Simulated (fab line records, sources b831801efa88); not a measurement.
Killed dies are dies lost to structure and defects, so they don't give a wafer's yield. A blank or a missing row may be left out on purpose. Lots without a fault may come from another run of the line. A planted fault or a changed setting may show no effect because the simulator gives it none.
Which tool did it? | flow gf180mcu | 12 lots, 35 wafers sampled, at 6 steps of a route of 602

WHAT THE GAUGES READ, wafer by wafer
GF_V5_BOW_MEAS_05.
lot  | measured     | on            | V5_BOW (um)
L451 | day 26 08:45 | film_metro-01 | 126 123 134
L454 | day 27 10:18 | film_metro-02 | 130 118 139
L456 | day 28 00:45 | film_metro-03 | 120 124 112
L460 | day 29 08:32 | film_metro-01 | 131 142 132
L461 | day 29 11:46 | film_metro-02 | 137 144
L465 | day 30 16:06 | film_metro-02 | 155 139 146
L468 | day 31 13:56 | film_metro-03 | 136 124 128
L470 | day 31 21:11 | film_metro-02 | 140 134 144
L471 | day 32 05:19 | film_metro-02 | 138 137 149
L472 | day 32 09:59 | film_metro-03 | 118 124 134
L473 | day 32 14:50 | film_metro-01 | 145 139 145
L474 | day 32 21:46 | film_metro-01 | 142 150 137

GF_V5_RS_MEAS_24: measures by four-point-probe.
lot  | measured     | on            | V5_W_RS (ohm/sq)
L451 | day 27 05:29 | film_metro-03 | 0.322 0.329 0.326
L454 | day 28 06:54 | film_metro-01 | 0.326 0.328 0.326
L456 | day 28 21:08 | film_metro-01 | 0.335 0.328 0.334
L460 | day 30 04:18 | film_metro-03 | 43.762 42.968 44.787
L461 | day 30 07:14 | film_metro-01 | 44.470 44.740
L465 | day 31 11:02 | film_metro-03 | 0.328 0.329 0.327
L468 | day 32 07:19 | film_metro-02 | 0.322 0.325 0.321
L470 | day 32 14:49 | film_metro-03 | 0.324 0.325 0.327
L471 | day 32 22:43 | film_metro-03 | 0.328 0.324 0.326
L472 | day 33 02:46 | film_metro-03 | 0.327 0.326 0.327
L473 | day 33 07:40 | film_metro-02 | 0.327 0.331 0.327
L474 | day 33 14:32 | film_metro-02 | 0.324 0.329 0.333

GF_V5_THK_MEAS_25: measures by xrf.
lot  | measured     | on            | V5_W_THK (nm)
L451 | day 27 05:36 | film_metro-03 | 352 347 351
L454 | day 28 07:01 | film_metro-01 | 348 345 347
L456 | day 28 21:13 | film_metro-01 | 337 346 337
L460 | day 30 04:25 | film_metro-03 | <0 <0 <0
L461 | day 30 07:19 | film_metro-01 | <0 -
L465 | day 31 11:09 | film_metro-03 | 346 344 348
L468 | day 32 07:26 | film_metro-02 | 358 353 358
L470 | day 32 14:56 | film_metro-03 | 349 348 345
L471 | day 32 22:49 | film_metro-03 | 344 349 347
L472 | day 33 02:53 | film_metro-03 | 345 349 345
L473 | day 33 07:45 | film_metro-02 | 354 350 355
L474 | day 33 14:38 | film_metro-02 | 357 351 347

WHICH TOOL RAN EACH LOT (tool, then ch and the chambers of the sampled wafers, then the start)
lot  | GF_V4_SPUTTER_22             | GF_MIM_SPUTTER_04            | GF_V5_CVD_23
L451 | pvd_sputter-01, day 24 11:56 | pvd_sputter-04, day 24 12:44 | cvd_w-01 ch 1, day 27 05:22
L454 | pvd_sputter-01, day 25 13:47 | pvd_sputter-02, day 25 14:43 | cvd_w-02 ch 0,1, day 28 06:47
L456 | pvd_sputter-01, day 26 05:25 | pvd_sputter-04, day 26 06:14 | cvd_w-02 ch 0,1, day 28 20:59
L460 | pvd_sputter-01, day 27 15:27 | pvd_sputter-04, day 27 16:16 | cvd_w-01 ch 0,1, day 30 04:11
L461 | pvd_sputter-01, day 27 19:22 | pvd_sputter-04, day 27 20:10 | cvd_w-01 ch 0,1, day 30 07:07
L465 | pvd_sputter-01, day 29 00:46 | pvd_sputter-02, day 29 01:35 | cvd_w-01 ch 0,1, day 31 10:54
L468 | pvd_sputter-03, day 29 23:28 | pvd_sputter-02, day 30 00:16 | cvd_w-01 ch 0,1, day 32 07:13
L470 | pvd_sputter-02, day 30 07:33 | pvd_sputter-04, day 30 08:22 | cvd_w-02 ch 0,1, day 32 14:42
L471 | pvd_sputter-03, day 30 15:53 | pvd_sputter-04, day 30 16:49 | cvd_w-02 ch 0,1, day 32 22:35
L472 | pvd_sputter-01, day 30 20:56 | pvd_sputter-02, day 30 22:05 | cvd_w-01 ch 0,1, day 33 02:40
L473 | pvd_sputter-02, day 31 01:07 | pvd_sputter-04, day 31 02:02 | cvd_w-02 ch 0,1, day 33 07:31
L474 | pvd_sputter-02, day 31 09:37 | pvd_sputter-01, day 31 10:26 | cvd_w-01 ch 0,1, day 33 14:24
- GF_V4_SPUTTER_22: material TiN, target thk 10 nm, time 40 s.
- GF_MIM_SPUTTER_04: material TiN, target thk 50 nm, time 41.7 s.
- GF_V5_CVD_23: deposits W, target thk 350 nm, time 104.9 s.

WHAT THE TOOLS THEMSELVES READ (means of the sampled wafers that have a number; where no wafer has one, the mark that the record gives instead)
GF_V4_SPUTTER_22.
lot  | tool           | throttle_valve_pct (%)
L451 | pvd_sputter-01 | 30.8
L454 | pvd_sputter-01 | 29.2
L456 | pvd_sputter-01 | 31.0
L460 | pvd_sputter-01 | 30.8
L461 | pvd_sputter-01 | 30.0
L465 | pvd_sputter-01 | 30.3
L468 | pvd_sputter-03 | 32.2
L470 | pvd_sputter-02 | 29.9
L471 | pvd_sputter-03 | 31.8
L472 | pvd_sputter-01 | 30.5
L473 | pvd_sputter-02 | 30.8
L474 | pvd_sputter-02 | 30.0

GF_MIM_SPUTTER_04.
lot  | tool           | throttle_valve_pct (%)
L451 | pvd_sputter-04 | 29.7
L454 | pvd_sputter-02 | 30.8
L456 | pvd_sputter-04 | 30.1
L460 | pvd_sputter-04 | 30.5
L461 | pvd_sputter-04 | 30.5
L465 | pvd_sputter-02 | 30.0
L468 | pvd_sputter-02 | 31.6
L470 | pvd_sputter-04 | 29.7
L471 | pvd_sputter-04 | 29.9
L472 | pvd_sputter-02 | 29.9
L473 | pvd_sputter-04 | 29.6
L474 | pvd_sputter-01 | 30.1

GF_V5_CVD_23.
lot  | tool     | chamber_pressure_Torr (Torr) | heater_power_outer_w (W) | heater_power_w (W)
L451 | cvd_w-01 | 40.06                        | 502                      | 825
L454 | cvd_w-02 | 40.09                        | 577                      | 970
L456 | cvd_w-02 | 40.08                        | 576                      | 969
L460 | cvd_w-01 | -                            | -                        | -
L461 | cvd_w-01 | -                            | -                        | -
L465 | cvd_w-01 | 39.99                        | 554                      | 881
L468 | cvd_w-01 | 40.08                        | 587                      | 921
L470 | cvd_w-02 | 39.89                        | 580                      | 965
L471 | cvd_w-02 | 40.02                        | 574                      | 939
L472 | cvd_w-01 | 40.13                        | 601                      | 930
L473 | cvd_w-02 | 40.02                        | 586                      | 935
L474 | cvd_w-01 | 40.03                        | 541                      | 860

THE ANSWER, worked out from the rows above alone
Rule: what is usual is taken from the lots themselves. Put in order of their means at a reading, lots are off if they are a third of the lots or fewer, leave a main group of 4 or more, and stand apart from it by a gap of 3 or more times the standard deviation of the main group's means; of several such gaps the widest counts. A main group whose means are all the same, to the digits that the tables above print for the reading, isn't used. A lot without any number at a reading at which 4 lots or more have one is off too. The other lots that the step has rows for count as sound. The gauges are gone through in route order, then the tools' own readings, and for those a lot's mean is taken as printed above. The first step at which some lot is off is used, and at that step the reading that is off furthest; a lot without a number counts as furthest.
Off: L460, L461, at GF_V5_RS_MEAS_24 (V5_W_RS). The main group: mean 0.327 ohm/sq, standard deviation 0.0024.
A tool fits if, at a process step before that reading, it ran every lot that is off, and no sound lot after the first of them. The gauges at GF_V5_RS_MEAS_24 aren't tried: what is off there is off at GF_V5_CVD_23 too, on other tools, and a gauge's error can't cause that. None of those tried fits.

WHAT THE SIMULATOR HAD PUT IN
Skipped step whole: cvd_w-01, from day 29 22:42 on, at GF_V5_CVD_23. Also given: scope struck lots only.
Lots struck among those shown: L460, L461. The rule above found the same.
